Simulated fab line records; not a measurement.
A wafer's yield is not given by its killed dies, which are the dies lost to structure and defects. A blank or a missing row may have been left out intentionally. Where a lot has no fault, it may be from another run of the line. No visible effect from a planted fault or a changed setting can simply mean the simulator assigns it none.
fab line records	flow sky130
record lots=11	wafers=33	lastDay=50
route steps=708 shown CAPM@541 VIA3@595 METAL4@632 PAD_OPEN@708
lots that met no fault: taken from a fault-free run of the same line
startH: hours from the record's first day to the start of the lot's first wafer shown	waitH: hours from the lot's prior step to this one	" unchanged from the row above	L1.1+2: a single row standing in for several wafers	- no value present, or no start provided	* or withheld: withheld	< > ~ a bound
route shown NAME@n: a module of which the file shows steps, and the number in the route of the first	usual: average and standard deviation across the fault-free wafers	same: alike in all rows	chamber/n: place in a boat	sites: each site's reading	_std_site: the values' standard deviation	_edge_site: outer sites' mean less inner sites'	radiusMm: how far each site lies from the wafer's centre	mask NAME#n: copy n	behind: the last tool/chamber to shape the wafer	hold: why the lot went on hold/how many hours it stayed there/how the hold came to an end	device: which transistor (n, p or np) failed to switch	end of line: the tests these same wafers got at the end of their route	a step with no rows: only its recipe	killed: dies lost to structure and defects at the first sort, not the wafer's yield	map: a wafer's dies, x killed, . not, _ none there
set.NAME: the setting the step ran with; set.NAME@STEP: the setting that earlier step ran with	model.NAME: the simulator's own value behind a step, which no gauge read
one table for each step of the route and one row for each wafer, over a sample of lots
services: when a tool's chamber went out of use (startH, in hours from the record's first day, below 0 if earlier), for how many hours, and the reason
## steps
# step SKY_CAPM_THK_MEAS_04
# recipe thkMeasGauge=xrf	reads=TiN_of_CAPM_SPUTTER_02
# usual CAPM_TIN_THK=200.6/2.2
lot.wafer	tool	chamber	startH	waitH	CAPM_TIN_THK[nm]
L682.2	filmMetro-04	-	856.40	0.1	202.0
L682.3	"	-	"	"	199.2
L682.4	"	-	"	"	199.8
L683.4	filmMetro-01	-	864.74	0.1	197.9
L683.5	"	-	"	"	197.7
L683.6	"	-	"	"	200.0
L684.1	filmMetro-01	-	873.88	0.1	202.1
L684.2	"	-	"	"	201.0
L684.6	"	-	"	"	199.5
L685.1	filmMetro-02	-	889.62	0.1	201.9
L685.4	"	-	"	"	203.7
L685.6	"	-	"	"	202.3
L686.3	filmMetro-01	-	897.47	0.1	200.1
L686.5	"	-	"	"	199.0
L686.6	"	-	"	"	198.4
L687.1	filmMetro-01	-	902.35	0.1	196.6
L687.4	"	-	"	"	197.6
L687.6	"	-	"	"	198.1
L696.1	filmMetro-01	-	968.91	0.1	202.0
L696.2	"	-	"	"	203.3
L696.3	"	-	"	"	201.8
L698.1	filmMetro-02	-	974.73	0.1	198.1
L698.5	"	-	"	"	199.2
L698.6	"	-	"	"	198.7
L699.2	filmMetro-02	-	990.38	0.1	201.5
L699.4	"	-	"	"	199.0
L699.6	"	-	"	"	200.0
L700.4	filmMetro-02	-	996.13	0.1	202.1
L700.5	"	-	"	"	203.7
L700.6	"	-	"	"	202.2
L701.2	filmMetro-02	-	997.22	0.1	199.2
L701.3	"	-	"	"	197.7
L701.4	"	-	"	"	195.7
# step SKY_VIA3_RS_MEAS_22
# recipe thkMeasGauge=four-point-probe	reads=W_of_VIA3_CVD_21+TiN_of_VIA3_SPUTTER_20
# usual VIA3_W_RS=0.2932/0.0024
lot.wafer	tool	chamber	startH	waitH	VIA3_W_RS[ohm/sq]
L682.2	filmMetro-02	-	936.09	0.1	0.2892
L682.3	"	-	"	"	0.2925
L682.4	"	-	"	"	0.2883
L683.4	filmMetro-02	-	943.59	0.1	0.2915
L683.5	"	-	"	"	0.2886
L683.6	"	-	"	"	0.2901
L684.1	filmMetro-01	-	952.98	0.1	0.2958
L684.2	"	-	"	"	0.2933
L684.6	"	-	"	"	0.2913
L685.1	filmMetro-02	-	967.72	0.1	0.2923
L685.4	"	-	"	"	0.2907
L685.6	"	-	"	"	0.2932
L686.3	filmMetro-02	-	975.04	0.1	0.2930
L686.5	"	-	"	"	0.2913
L686.6	"	-	"	"	0.2949
L687.1	filmMetro-03	-	979.44	0.1	0.2947
L687.4	"	-	"	"	0.3000
L687.6	"	-	"	"	0.2965
L696.1	filmMetro-02	-	1041.99	0.1	0.2900
L696.2	"	-	"	"	0.2929
L696.3	"	-	"	"	0.2933
L698.1	filmMetro-01	-	1048.57	0.1	0.2955
L698.5	"	-	"	"	0.2941
L698.6	"	-	"	"	0.2949
L699.2	filmMetro-02	-	1061.51	0.1	0.2949
L699.4	"	-	"	"	0.2973
L699.6	"	-	"	"	0.2928
L700.4	filmMetro-01	-	1067.44	0.1	0.2943
L700.5	"	-	"	"	0.2912
L700.6	"	-	"	"	0.2937
L701.2	filmMetro-02	-	1069.96	0.1	0.2928
L701.3	"	-	"	"	0.2912
L701.4	"	-	"	"	0.2921
# step SKY_METAL4_ETCH_16
# recipe chemistry=N2/H2	target=BARC	ionEnergyEv=200	biasW=100	pressureMtorr=30	n2FlowSccm=100	h2FlowSccm=200	icpW=500	stopOn=SiO2	timeS=88.2	targetDepthA=600
# usual biasW=100.0/0.31	drypumpMotorCurrentA=5.9/0.41	oesProductAu=0.625/0.0045	throttleValvePct=13.206/0.0097
lot.wafer	tool	chamber	startH	waitH	biasW	drypumpMotorCurrentA	oesProductAu	rfHoursCounterH	throttleValvePct
L682.2	rieMetal-04	0	986.06	0.0	100.1	5.1	0.638	4	13.207
L682.3	"	0	"	"	99.6	5.1	0.628	-	13.207
L682.4	"	1	"	"	100.1	6.1	0.614	-	13.217
L683.4	rieMetal-03	0	993.03	0.0	99.9	6.0	0.627	-	13.208
L683.5	"	1	"	"	99.7	6.2	0.624	-	13.204
L683.6	"	0	"	"	100.2	6.0	0.625	-	13.202
L684.1	rieMetal-03	1	1002.58	0.1	100.2	6.2	0.632	1	13.195
L684.2	"	1	"	"	99.8	6.2	0.628	-	13.199
L684.6	"	1	"	"	100.0	6.2	0.625	-	13.187
L685.1	rieMetal-01	1	1016.30	0.0	100.0	5.8	0.634	7	13.207
L685.4	"	0	"	"	100.0	6.5	0.630	-	13.207
L685.6	"	0	"	"	100.2	6.5	0.632	-	13.217
L686.3	rieMetal-03	1	1023.74	0.1	100.3	6.2	0.618	-	13.202
L686.5	"	1	"	"	100.1	6.2	0.627	-	13.203
L686.6	"	1	"	"	100.1	6.2	0.625	-	13.196
L687.1	rieMetal-04	0	1027.35	0.0	100.1	5.1	0.617	7	13.207
L687.4	"	1	"	"	99.7	6.0	0.624	-	13.210
L687.6	"	1	"	"	99.7	6.0	0.626	-	13.225
L696.1	rieMetal-04	0	1087.89	0.0	100.1	5.1	0.624	10	13.202
L696.2	"	1	"	"	100.3	6.1	0.624	14	13.198
L696.3	"	1	"	"	99.8	6.1	0.625	-	13.205
L698.1	rieMetal-03	1	1093.30	0.0	99.8	6.2	0.624	8	13.203
L698.5	"	0	"	"	100.1	6.0	0.619	-	13.208
L698.6	"	1	"	"	99.8	6.2	0.619	-	13.188
L699.2	rieMetal-01	0	1105.25	0.0	99.5	6.5	0.627	23	13.207
L699.4	"	1	"	"	99.7	5.8	0.619	-	13.220
L699.6	"	0	"	"	100.1	6.4	0.631	-	13.204
L700.4	rieMetal-01	1	1110.37	0.0	100.3	5.8	0.622	-	13.202
L700.5	"	0	"	"	99.7	6.5	0.621	-	13.198
L700.6	"	1	"	"	100.4	5.8	0.626	-	13.204
L701.2	rieMetal-03	0	1112.30	0.0	99.7	5.9	0.629	5	13.220
L701.3	"	1	"	"	100.1	6.2	0.624	-	13.214
L701.4	"	0	"	"	100.4	6.0	0.619	-	13.212
# step SKY_METAL4_METAL_ETCH_18
# recipe targetDepthA=8450	stopOn=SiO2	overEtchFrac=0.3	timeS=183.1	chemistry=Cl2/BCl3	resistSidewallDeg=88	pressureMtorr=10	icpW=900	biasW=48.5	Cl2_flow_sccm=60	bcl3FlowSccm=30
# usual biasW=48.52/0.14	drypumpMotorCurrentA=5.9/0.42	oesProductAu=0.866/0.0061	throttleValvePct=22.264/0.0092
lot.wafer	tool	chamber	startH	waitH	biasW	drypumpMotorCurrentA	oesProductAu	rfHoursCounterH	throttleValvePct
L682.2	rieMetal-01	1	986.21	0.0	48.65	5.8	0.865	5	22.263
L682.3	"	0	"	"	48.74	6.4	0.864	-	22.263
L682.4	"	1	"	"	48.49	5.8	0.869	-	22.281
L683.4	rieMetal-04	0	993.19	0.1	48.45	5.1	0.873	-	22.256
L683.5	"	1	"	"	48.43	6.1	0.864	-	22.253
L683.6	"	0	"	"	48.24	5.1	0.870	-	22.260
L684.1	rieMetal-04	0	1002.80	0.0	48.53	5.1	0.863	5	22.264
L684.2	"	1	"	"	48.52	6.0	0.864	9	22.276
L684.6	"	1	"	"	48.52	6.1	0.870	-	22.253
L685.1	rieMetal-04	0	1016.41	0.0	48.39	5.1	0.867	6	22.265
L685.4	"	0	"	"	48.43	5.1	0.871	-	22.273
L685.6	"	0	"	"	48.12	5.1	0.868	-	22.275
L686.3	rieMetal-04	0	1023.95	0.1	48.57	5.1	0.874	-	22.267
L686.5	"	1	"	"	48.34	6.1	0.869	-	22.256
L686.6	"	0	"	"	48.55	5.1	0.869	-	22.269
L687.1	rieMetal-01	0	1027.46	0.0	48.68	6.5	0.860	17	22.283
L687.4	"	1	"	"	48.48	5.8	0.869	-	22.264
L687.6	"	1	"	"	48.67	5.8	0.873	-	22.269
L696.1	rieMetal-03	0	1088.01	0.0	48.39	5.9	0.860	3	22.266
L696.2	"	0	"	"	48.35	6.0	0.857	-	22.261
L696.3	"	0	"	"	48.51	6.0	0.863	-	22.265
L698.1	rieMetal-01	0	1093.42	0.0	48.52	6.5	0.868	23	22.258
L698.5	"	0	"	"	48.65	6.5	0.855	-	22.263
L698.6	"	1	"	"	48.42	5.8	0.864	-	22.253
L699.2	rieMetal-04	1	1105.36	0.0	48.71	6.0	0.871	15	22.256
L699.4	"	1	"	"	48.40	6.1	0.869	-	22.266
L699.6	"	1	"	"	48.53	6.1	0.862	-	22.261
L700.4	rieMetal-04	1	1110.52	0.1	48.82	6.1	0.858	-	22.265
L700.5	"	1	"	"	48.86	6.0	0.857	-	22.262
L700.6	"	0	"	"	48.61	5.1	0.859	-	22.268
L701.2	rieMetal-04	1	1112.41	0.0	48.55	6.0	0.859	16	22.267
L701.3	"	0	"	"	48.64	5.1	0.861	-	22.261
L701.4	"	1	"	"	48.66	6.0	0.862	-	22.260
# step SKY_PAD_OPEN_PROBE_99
# usual defectLimitedYield=82.7/1.9	killed_at_M0_to_M3=43/7.1	killed_at_M4_up=3.2/1.9	killedAtContacts=23/5.1	killedAtFrontEnd=15/4.5	killedAtOther=0.4/0.65	killedDies=85/9.4	killedOpen=47/6.8	killedShort=38/6.1	sort_bin_3_pad_short=0.8/0.38	sort_bin_5_function=10.3/1.5	sort_bin_6_memory=6.2/1.1	sortNPass=407/9.4	sortYieldPct=82.7/1.9
# same grossDies=492	killedAtBackSide=0	sort_bin_4_leakage[%]=0	sort_bin_8_speed[%]=0
lot.wafer	tool	chamber	startH	waitH	hold	defectLimitedYield[%]	killed_at_M0_to_M3	killed_at_M4_up	killedAtContacts	killedAtFrontEnd	killedAtOther	killedDies	killedOpen	killedShort	sort_bin_3_pad_short[%]	sort_bin_5_function[%]	sort_bin_6_memory[%]	sortNPass	sortYieldPct[%]
L682.2	prober-02	-	1082.66	0.1	-	79.1	46	3	33	21	0	103	54	49	1.6	10.8	8.5	389	79.1
L682.3	prober-02	-	1082.71	0.2	-	85.2	43	3	15	12	0	73	42	31	0.2	9.3	5.3	419	85.2
L682.4	prober-02	-	1082.76	0.2	-	81.9	52	2	21	14	0	89	49	40	0.8	11.6	5.7	403	81.9
L683.4	prober-01	-	1088.26	0.2	-	84.3	36	2	27	11	1	77	37	40	0.6	9.3	5.7	415	84.3
L683.5	prober-01	-	1088.31	0.2	-	84.1	32	3	24	19	0	78	42	36	0.6	8.9	6.3	414	84.1
L683.6	prober-01	-	1088.36	0.2	-	81.3	50	2	23	13	4	92	48	42	0.6	11.0	7.1	400	81.3
L684.1	prober-02	-	1097.07	0.1	-	83.1	36	5	21	21	0	83	50	32	1.2	9.3	6.3	409	83.1
L684.2	prober-02	-	1097.12	0.1	-	81.7	54	4	16	16	0	90	50	39	1.4	10.2	6.7	402	81.7
L684.6	prober-02	-	1097.32	0.2	-	81.7	45	6	29	8	2	90	51	39	0.6	10.8	6.9	402	81.7
L685.1	prober-01	-	1109.86	0.1	-	83.7	42	1	23	14	0	80	46	34	0.4	9.6	6.3	412	83.7
L685.4	prober-01	-	1110.01	0.2	-	81.3	45	5	28	14	0	92	57	35	0.6	12.0	6.1	400	81.3
L685.6	prober-01	-	1110.11	0.2	-	82.9	40	4	23	17	0	84	51	33	0.4	10.4	6.3	408	82.9
L686.3	prober-02	-	1115.88	0.2	-	80.7	44	1	30	19	1	95	47	48	1.0	9.6	8.7	397	80.7
L686.5	prober-02	-	1115.98	0.2	-	84.3	39	1	25	12	0	77	42	35	1.6	10.2	3.9	415	84.3
L686.6	prober-02	-	1116.03	0.2	-	83.3	43	5	19	13	2	82	41	41	1.6	10.2	4.9	410	83.3
L687.1	prober-01	-	1118.34	0.1	-	81.9	50	3	17	18	1	89	46	41	0.8	10.0	7.3	403	81.9
L687.4	prober-01	-	1118.49	0.2	-	81.3	50	5	19	17	1	92	46	44	1.2	10.4	7.1	400	81.3
L687.6	prober-01	-	1118.59	0.2	-	80.5	52	3	17	23	1	96	47	46	0.2	12.8	6.5	396	80.5
L696.1	prober-01	-	1171.47	0.1	awaitDispo/1.6h/release	69.5	35	75	26	13	1	150	54	25	5.9	17.3	7.3	342	69.5
L696.2	prober-01	-	1171.52	0.1	awaitDispo/1.6h/release	71.5	45	72	16	6	1	140	40	28	4.5	18.1	5.9	352	71.5
L696.3	prober-01	-	1171.57	0.2	awaitDispo/1.6h/release	72.6	36	74	15	10	0	135	34	31	5.1	16.7	5.7	357	72.6
L698.1	prober-02	-	1177.31	0.1	-	81.9	53	2	24	9	1	89	54	35	0.6	11.2	6.3	403	81.9
L698.5	prober-02	-	1177.51	0.2	-	83.3	39	5	23	15	0	82	42	40	1.0	10.4	5.3	410	83.3
L698.6	prober-02	-	1177.56	0.2	-	83.1	44	1	23	15	0	83	48	35	0.4	9.8	6.7	409	83.1
L699.2	prober-01	-	1184.34	0.1	-	83.1	50	5	20	7	1	83	45	37	1.0	9.8	6.1	409	83.1
L699.4	prober-01	-	1184.44	0.2	-	83.7	42	2	23	11	2	80	42	36	0.4	10.4	5.5	412	83.7
L699.6	prober-01	-	1184.54	0.2	-	77.8	58	1	38	12	0	109	56	53	1.0	13.8	7.3	383	77.8
L700.4	prober-02	-	1188.57	0.2	-	82.5	46	3	21	15	1	86	56	30	0.2	11.4	5.9	406	82.5
L700.5	prober-02	-	1188.62	0.2	-	82.7	47	7	16	15	0	85	50	35	0.8	9.8	6.7	407	82.7
L700.6	prober-02	-	1188.67	0.2	-	82.3	38	5	27	17	0	87	49	38	0.6	10.0	7.1	405	82.3
L701.2	prober-01	-	1189.78	0.1	-	83.3	40	4	28	10	0	82	45	37	0.8	10.0	5.9	410	83.3
L701.3	prober-01	-	1189.83	0.2	-	85.0	41	6	12	15	0	74	39	34	0.4	8.5	6.1	418	85.0
L701.4	prober-01	-	1189.88	0.2	-	84.8	40	1	17	17	0	75	50	25	1.0	8.9	5.3	417	84.8
# killed by level:class
L682.2 VIA1:geometricParticle:open=12 LI_CONTACT:geometricParticle:open=9 CONTACT:geometricParticle:open=8 METAL1:geometricParticle:short=8 FIELD_ISO:geometricParticle:short=7 CONTACT:geometricParticle:short=7 VIA3:geometricParticle:open=7 LI_CONTACT:geometricParticle:short=5
L682.3 VIA1:geometricParticle:open=11 VIA3:geometricParticle:open=7 METAL2:geometricParticle:short=6 METAL1:geometricParticle:short=5 VIA2:geometricParticle:open=5 LI_CONTACT:geometricParticle:open=4 CONTACT:geometricParticle:short=4 CONTACT:geometricParticle:open=4
L682.4 VIA1:geometricParticle:open=10 METAL2:geometricParticle:short=8 VIA3:geometricParticle:open=7 LI_CONTACT:geometricParticle:open=6 VIA2:geometricParticle:short=5 CONTACT:geometricParticle:open=5 VIA1:geometricParticle:short=5 LOCAL_INTERCONNECT:geometricParticle:short=4
L683.4 CONTACT:geometricParticle:open=10 VIA2:geometricParticle:open=7 CONTACT:geometricParticle:short=6 VIA1:geometricParticle:open=6 VIA1:geometricParticle:short=6 LI_CONTACT:geometricParticle:open=5 METAL2:geometricParticle:short=5 LI_CONTACT:geometricParticle:short=4
L683.5 VIA1:geometricParticle:open=10 LI_CONTACT:geometricParticle:open=7 POLY_GATE:geometricParticle:open=5 CONTACT:geometricParticle:open=5 CONTACT:geometricParticle:short=4 METAL2:geometricParticle:short=4 FIELD_ISO:geometricParticle:open=3 FIELD_ISO:geometricParticle:short=3
L683.6 VIA1:geometricParticle:open=14 METAL1:geometricParticle:short=10 VIA1:geometricParticle:short=9 CONTACT:geometricParticle:open=8 LI_CONTACT:geometricParticle:open=6 VIA3:geometricParticle:open=5 VIA2:geometricParticle:open=5 POLY_GATE:geometricParticle:short=4
L684.1 CONTACT:geometricParticle:open=11 VIA2:geometricParticle:open=9 FIELD_ISO:geometricParticle:open=7 VIA1:geometricParticle:open=7 FIELD_ISO:geometricParticle:short=6 VIA1:geometricParticle:short=6 LI_CONTACT:geometricParticle:open=6 VIA3:geometricParticle:open=4
L684.2 VIA1:geometricParticle:open=11 VIA2:geometricParticle:open=9 VIA3:geometricParticle:open=7 CONTACT:geometricParticle:open=6 LI_CONTACT:geometricParticle:open=6 METAL1:geometricParticle:short=6 VIA2:geometricParticle:short=6 VIA1:geometricParticle:short=5
L684.6 CONTACT:geometricParticle:open=12 VIA1:geometricParticle:open=12 VIA2:geometricParticle:open=8 LOCAL_INTERCONNECT:geometricParticle:short=7 METAL2:geometricParticle:short=6 LI_CONTACT:geometricParticle:open=5 METAL1:geometricParticle:short=5 VIA3:geometricParticle:open=5
L685.1 CONTACT:geometricParticle:open=10 VIA1:geometricParticle:open=10 VIA3:geometricParticle:open=8 CONTACT:geometricParticle:short=6 VIA1:geometricParticle:short=6 FIELD_ISO:geometricParticle:open=4 POLY_GATE:geometricParticle:open=4 VIA2:geometricParticle:open=4
L685.4 CONTACT:geometricParticle:open=13 VIA1:geometricParticle:open=8 VIA2:geometricParticle:open=8 VIA3:geometricParticle:open=7 LI_CONTACT:geometricParticle:open=6 VIA2:geometricParticle:short=6 LOCAL_INTERCONNECT:geometricParticle:short=4 POLY_GATE:geometricParticle:open=3
L685.6 VIA3:geometricParticle:open=11 CONTACT:geometricParticle:open=9 VIA2:geometricParticle:open=7 LI_CONTACT:geometricParticle:open=6 POLY_GATE:geometricParticle:open=5 POLY_GATE:geometricParticle:short=5 METAL1:geometricParticle:short=5 VIA1:geometricParticle:open=5
L686.3 CONTACT:geometricParticle:open=8 VIA1:geometricParticle:open=8 LI_CONTACT:geometricParticle:open=7 VIA2:geometricParticle:open=7 CONTACT:geometricParticle:short=6 LOCAL_INTERCONNECT:geometricParticle:short=6 METAL2:geometricParticle:short=6 VIA3:geometricParticle:short=5
L686.5 VIA2:geometricParticle:open=9 LI_CONTACT:geometricParticle:open=8 VIA1:geometricParticle:open=7 CONTACT:geometricParticle:short=6 CONTACT:geometricParticle:open=5 METAL1:geometricParticle:short=4 FIELD_ISO:geometricParticle:open=4 LOCAL_INTERCONNECT:geometricParticle:short=4
L686.6 VIA1:geometricParticle:open=9 LI_CONTACT:geometricParticle:open=6 LOCAL_INTERCONNECT:geometricParticle:short=5 METAL2:geometricParticle:short=5 FIELD_ISO:geometricParticle:short=4 CONTACT:geometricParticle:short=4 METAL1:geometricParticle:short=4 METAL2:geometricParticle:open=4
L687.1 VIA1:geometricParticle:open=9 VIA2:geometricParticle:short=7 VIA2:geometricParticle:open=7 FIELD_ISO:geometricParticle:open=6 METAL1:geometricParticle:short=5 LI_CONTACT:geometricParticle:open=5 CONTACT:geometricParticle:short=5 VIA3:geometricParticle:open=5
L687.4 METAL1:geometricParticle:short=13 VIA1:geometricParticle:open=10 CONTACT:geometricParticle:open=8 METAL2:geometricParticle:short=8 FIELD_ISO:geometricParticle:short=7 VIA2:geometricParticle:open=5 POLY_GATE:geometricParticle:open=4 LI_CONTACT:geometricParticle:open=4
L687.6 FIELD_ISO:geometricParticle:open=8 FIELD_ISO:geometricParticle:short=8 CONTACT:geometricParticle:open=7 METAL2:geometricParticle:short=7 VIA2:geometricParticle:open=7 LI_CONTACT:geometricParticle:open=6 VIA3:geometricParticle:open=6 METAL1:geometricParticle:short=6
L696.1 METAL4:unspecified=70 CONTACT:geometricParticle:open=12 VIA1:geometricParticle:open=9 VIA2:geometricParticle:open=7 LI_CONTACT:geometricParticle:open=7 VIA3:geometricParticle:open=6 FIELD_ISO:geometricParticle:open=5 LI_CONTACT:geometricParticle:short=4
L696.2 METAL4:unspecified=72 VIA2:geometricParticle:open=8 VIA1:geometricParticle:open=8 VIA3:geometricParticle:open=6 LI_CONTACT:geometricParticle:open=6 METAL3:geometricParticle:short=4 METAL1:geometricParticle:short=4 VIA1:geometricParticle:short=4
L696.3 METAL4:unspecified=70 VIA1:geometricParticle:open=11 VIA3:geometricParticle:open=9 FIELD_ISO:geometricParticle:short=6 CONTACT:geometricParticle:open=5 LOCAL_INTERCONNECT:geometricParticle:short=4 CONTACT:geometricParticle:short=4 VIA1:geometricParticle:short=3
L698.1 VIA1:geometricParticle:open=18 VIA3:geometricParticle:open=10 CONTACT:geometricParticle:open=9 METAL2:geometricParticle:short=7 LI_CONTACT:geometricParticle:open=7 POLY_GATE:geometricParticle:short=6 CONTACT:geometricParticle:short=5 VIA2:geometricParticle:open=4
L698.5 CONTACT:geometricParticle:open=10 VIA1:geometricParticle:open=10 VIA3:geometricParticle:open=8 POLY_GATE:geometricParticle:short=6 VIA2:geometricParticle:open=5 FIELD_ISO:geometricParticle:short=4 CONTACT:geometricParticle:short=4 METAL1:geometricParticle:short=4
L698.6 VIA1:geometricParticle:open=10 VIA3:geometricParticle:open=9 LI_CONTACT:geometricParticle:open=7 CONTACT:geometricParticle:open=7 VIA2:geometricParticle:open=6 VIA1:geometricParticle:short=6 FIELD_ISO:geometricParticle:open=5 POLY_GATE:geometricParticle:short=5
L699.2 VIA1:geometricParticle:open=11 METAL1:geometricParticle:short=9 LI_CONTACT:geometricParticle:open=7 VIA3:geometricParticle:open=6 VIA1:geometricParticle:short=4 CONTACT:geometricParticle:open=4 VIA2:geometricParticle:open=4 METAL2:geometricParticle:short=4
L699.4 LI_CONTACT:geometricParticle:open=7 VIA1:geometricParticle:open=7 METAL2:geometricParticle:short=7 CONTACT:geometricParticle:open=6 FIELD_ISO:geometricParticle:open=5 METAL1:geometricParticle:open=5 VIA1:geometricParticle:short=4 LI_CONTACT:geometricParticle:short=4
L699.6 CONTACT:geometricParticle:open=16 VIA1:geometricParticle:open=12 METAL2:geometricParticle:short=9 VIA1:geometricParticle:short=9 VIA2:geometricParticle:open=9 LI_CONTACT:geometricParticle:open=8 VIA3:geometricParticle:open=6 CONTACT:geometricParticle:short=6
L700.4 VIA1:geometricParticle:open=16 CONTACT:geometricParticle:open=11 VIA2:geometricParticle:open=11 CONTACT:geometricParticle:short=5 VIA3:geometricParticle:open=4 POLY_GATE:geometricParticle:open=4 METAL2:geometricParticle:short=4 FIELD_ISO:geometricParticle:open=3
L700.5 VIA2:geometricParticle:open=12 FIELD_ISO:geometricParticle:open=8 VIA1:geometricParticle:open=8 CONTACT:geometricParticle:open=6 VIA1:geometricParticle:short=6 METAL4:geometricParticle:short=5 VIA3:geometricParticle:open=4 VIA3:geometricParticle:short=3
L700.6 CONTACT:geometricParticle:open=14 VIA1:geometricParticle:open=10 FIELD_ISO:geometricParticle:open=6 METAL2:geometricParticle:short=6 FIELD_ISO:geometricParticle:short=4 VIA1:geometricParticle:short=4 LI_CONTACT:geometricParticle:open=4 LOCAL_INTERCONNECT:geometricParticle:short=4
L701.2 CONTACT:geometricParticle:open=10 LI_CONTACT:geometricParticle:short=7 VIA1:geometricParticle:open=7 LI_CONTACT:geometricParticle:open=6 METAL2:geometricParticle:short=6 VIA2:geometricParticle:open=5 VIA2:geometricParticle:short=4 VIA3:geometricParticle:open=4
L701.3 VIA1:geometricParticle:open=12 VIA3:geometricParticle:open=7 VIA1:geometricParticle:short=7 FIELD_ISO:geometricParticle:short=5 LI_CONTACT:geometricParticle:open=5 POLY_GATE:geometricParticle:open=4 CONTACT:geometricParticle:short=4 METAL1:geometricParticle:short=4
L701.4 VIA2:geometricParticle:open=15 FIELD_ISO:geometricParticle:open=7 CONTACT:geometricParticle:open=6 VIA1:geometricParticle:open=4 VIA1:geometricParticle:short=4 VIA3:geometricParticle:open=4 FIELD_ISO:geometricParticle:short=3 LI_CONTACT:geometricParticle:short=3
## services
tool	chamber	startH	hours	kind
rieMetal-03	1	963.32	-	clean
rieMetal-03	1	963.32	16.9	scheduledDown
rieMetal-03	1	963.32	16.9	ventCycle
rieMetal-03	0	1001.60	3.1	repair
rieMetal-03	0	1004.65	-	clean
rieMetal-03	0	1004.65	30.2	scheduledDown
rieMetal-03	0	1004.65	30.2	ventCycle
rieMetal-01	1	1040.95	5.8	repair
rieMetal-03	1	1048.03	3.3	repair
rieMetal-03	0	1073.30	11.9	repair
## key
firstSign step=SKY_PAD_OPEN_PROBE_99	reading=killed_at_M4_up	direction=up	sigmas=36	usual=3.2	struck=73.7
effect step=SKY_PAD_OPEN_PROBE_99	reading=sort_bin_3_pad_short	direction=up	sigmas=11	usual=0.8	struck=5.1
metAt SKY_METAL4_METAL_ETCH_18
struckLots L696
struckWafers L696.1,L696.2,L696.3
notActingAt SKY_CAPM_THK_MEAS_04,SKY_VIA3_RS_MEAS_22,SKY_METAL4_ETCH_16
fault kind=chamberParticleSource	tool=rieMetal-03	chamber=0	onsetH=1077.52	steps=SKY_METAL4_METAL_ETCH_18	ratePerVisitCm2=2.1579	endH=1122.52
